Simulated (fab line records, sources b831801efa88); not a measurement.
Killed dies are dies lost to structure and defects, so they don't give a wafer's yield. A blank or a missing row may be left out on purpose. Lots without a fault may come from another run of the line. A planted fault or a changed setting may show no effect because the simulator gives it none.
A struck lot beside a sound one | flow sky130 | 14 steps out of a route of 708
Sound: wafers L308.1, L308.5, L308.6. Struck: wafers L307.4, L307.5, L307.6. The cause comes at the end.
At each step with rows: each side's tool, then ch and its chambers, then its first start. Under that, the readings that differ: sound wafers | struck wafers | difference of the means | sigmas: that difference in standard deviations of wafers without a fault.
alike: readings whose means differ by less than 2 such deviations, and words and numbers that are the same on both sides. not compared: withheld readings, readings that some wafer has no value for, bounds like >300 that may hide the same value, and numbers for which the record gives no deviation and whose values overlap.
The two part at a step that has a row with sigmas, a row that says differs or no value, or rows on one side only. Numbers that don't overlap but have no deviation are shown without sigmas and don't part them. A reading that every wafer of one side lacks parts them only if that side has two wafers or more.

first, 1 step without rows for these wafers: SKY_FIELD_ISO_DEVELOP_12 (develop time 60 s).
SKY_FIELD_ISO_CD_MEAS_13: target cd 150 nm.
  sound on cd_sem-02, day 4 14:33; struck on cd_sem-01, day 4 08:31
  alike: cd_nm
SKY_FIELD_ISO_ETCH_14: etches BARC in N2/H2, stops on SiO2, time 45.9 s, target depth 60 nm.
  sound on rie_diel-04 ch 1,2, day 4 14:40; struck on rie_diel-02 ch 1,2, day 4 08:34
  alike: drypump_motor_current_A, oes_product_au, throttle_valve_pct
  not compared: rf_hours_counter_h
SKY_FIELD_ISO_ETCH_15: etches the open film in CHF3/O2, stops on Si, target depth 180 nm, time 72 s.
  sound on rie_diel-04 ch 1,2, day 4 14:43; struck on rie_diel-02 ch 1,2, day 4 08:37
  alike: drypump_motor_current_A, oes_product_au, throttle_valve_pct
  not compared: rf_hours_counter_h
SKY_FIELD_ISO_STRIP_16: strips in O2/N2.
  sound on plasma_asher-01 ch 0,1, day 4 14:46; struck on plasma_asher-03 ch 0,1, day 4 08:42
  alike: drypump_motor_current_A, oes_product_au, strip_time_to_endpoint_s
  not compared: rf_hours_counter_h
SKY_FIELD_ISO_ETCH_17: etches Si in HBr/Cl2/O2, target depth 342 nm, time 97.7 s.
  sound on rie_si-02 ch 0,1,3, day 4 14:52; struck on rie_si-02 ch 1,2, day 4 08:46
  alike: drypump_motor_current_A, oes_product_au, throttle_valve_pct
  not compared: rf_hours_counter_h
then, 5 steps without rows for these wafers: SKY_FIELD_ISO_WET_ETCH_18 (etches Si3N4 in H3PO4, target depth 25 nm, time 286 s); SKY_FIELD_ISO_CLEAN_19 (cleans in SC1/SC2, time 150 s); SKY_FIELD_ISO_CLEAN_20 (cleans in dHF, time 20 s); SKY_FIELD_ISO_WET_ETCH_21 (etches SiO2 in dHF, target depth 20 nm, time 400 s); SKY_FIELD_ISO_OXIDATION_22 (stabilise 600 s, purge 300 s, target thk 10 nm).
SKY_FIELD_ISO_THK_MEAS_23:
  sound on film_metro-03, day 4 16:23; struck on film_metro-02, day 4 11:01
  alike: FIELD_ISO_OXIDATION_01_THK
SKY_FIELD_ISO_CVD_24: deposits SiO2, target thk 595 nm, time 99.2 s.
  sound on hdpcvd-01 ch 0,2, day 4 16:27; struck on hdpcvd-02 ch 0,1,2, day 4 11:05
  no value came back on the struck wafers for pressure_mtorr (mTorr), run_length_s (s); on the sound wafers pressure_mtorr (mTorr) reads 5.983 5.996 6.000
SKY_PAD_OPEN_PROBE_99:
  the record has rows for the sound wafers here (prober-01, day 48 11:10) and none for the struck ones

WHERE THEY PART
First at SKY_FIELD_ISO_CVD_24; last, within this record, at SKY_PAD_OPEN_PROBE_99.

WHY: what the simulator had put in
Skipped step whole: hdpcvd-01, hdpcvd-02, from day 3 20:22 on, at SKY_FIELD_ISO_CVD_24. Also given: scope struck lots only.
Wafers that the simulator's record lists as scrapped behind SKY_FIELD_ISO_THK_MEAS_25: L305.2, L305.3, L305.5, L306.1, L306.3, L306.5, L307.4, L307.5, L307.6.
